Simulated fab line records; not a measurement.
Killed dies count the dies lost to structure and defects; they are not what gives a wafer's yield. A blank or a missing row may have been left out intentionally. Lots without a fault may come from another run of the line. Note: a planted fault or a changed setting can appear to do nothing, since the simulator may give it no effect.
Which tool was responsible? | flow sky130 | Sampling: 6 lots, 18 wafers, 3 of 708 route steps

== WHAT THE GAUGES SHOWED, per wafer ==
SKY_LDD_HVN_OVL_MEAS_07.
lot  | measured     | on         | LDD_HVN_OVL (nm)
L804 | day 20 23:45 | overlay-02 | -1.4 -2.4 -1.2
L806 | day 21 22:15 | overlay-01 | 63.1 62.6 62.2 63.7 63.9 63.3
L810 | day 23 20:05 | overlay-01 | 59.2 61.9 59.7 60.5 62.4 60.0
L813 | day 25 01:44 | overlay-01 | -1.0 -0.8 0.6
L817 | day 26 08:50 | overlay-01 | -3.3 -2.0 -2.1
L823 | day 28 00:28 | overlay-02 | 0.3 0.3 -0.3

== TOOL THAT RAN EACH LOT (tool first, then ch and the chambers of the sampled wafers, then the start) ==
lot  | SKY_POLY_GATE_STRIP_18               | SKY_LDD_HVN_EXPOSE_04
L804 | plasma_asher-01 ch 0,1, day 16 23:34 | iline_stepper-02 ch 0, day 20 09:26
L806 | plasma_asher-04 ch 0,1, day 17 18:17 | iline_stepper-02 ch 0, day 21 07:02
L810 | plasma_asher-01 ch 0,1, day 19 20:29 | iline_stepper-02 ch 0, day 23 05:37
L813 | plasma_asher-01 ch 0,1, day 21 02:07 | iline_stepper-01 ch 0, day 24 11:04
L817 | plasma_asher-04 ch 0,1, day 22 12:49 | iline_stepper-01 ch 0, day 25 18:26
L823 | plasma_asher-01 ch 0,1, day 24 06:28 | iline_stepper-01 ch 0, day 27 10:43
- SKY_POLY_GATE_STRIP_18: strips in O2/N2.
- SKY_LDD_HVN_EXPOSE_04: exposes mask HVNTM, target cd 700 nm.

== THE ANSWER, worked out from the rows above alone ==
Rule: the lots themselves supply what counts as usual. The widest of any qualifying gaps counts: lots, ordered by their means at a reading, are off when they make up no more than a third of the lots, leave a main group of 4 or more, and stand apart from it by 3 or more times the standard deviation of that group's means. A main group is skipped when, at the precision printed for the reading in the tables above, its means are all equal. Also off: a lot with no number at a reading for which 4 or more lots have one. Any other lot the step has rows for is counted as sound.
Off: at SKY_LDD_HVN_OVL_MEAS_07 (LDD_HVN_OVL), L806, L810. The main group has a mean of -1.1 nm with a standard deviation of 1.
If a tool, at a process step before that reading, ran all the lots that are off and no sound lot after the first of them, it fits. Gauges at SKY_LDD_HVN_OVL_MEAS_07: tried the same way as those tools. One fits: SKY_LDD_HVN_EXPOSE_04 on iline_stepper-02. Its last sound lot is L804 (day 20 09:26), its first lot that is off L806 (day 21 07:02): a fault that began between those two fits.

== WHAT THE SIMULATOR HAD PUT IN ==
Scanner matching overlay: iline_stepper-02, from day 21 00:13 on, at SKY_LDD_HVN_EXPOSE_04. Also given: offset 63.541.
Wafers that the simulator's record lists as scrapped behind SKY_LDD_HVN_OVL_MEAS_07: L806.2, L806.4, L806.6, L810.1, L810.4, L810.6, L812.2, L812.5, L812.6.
Lots struck among those shown: L806, L810. This agrees with what the rule above found.
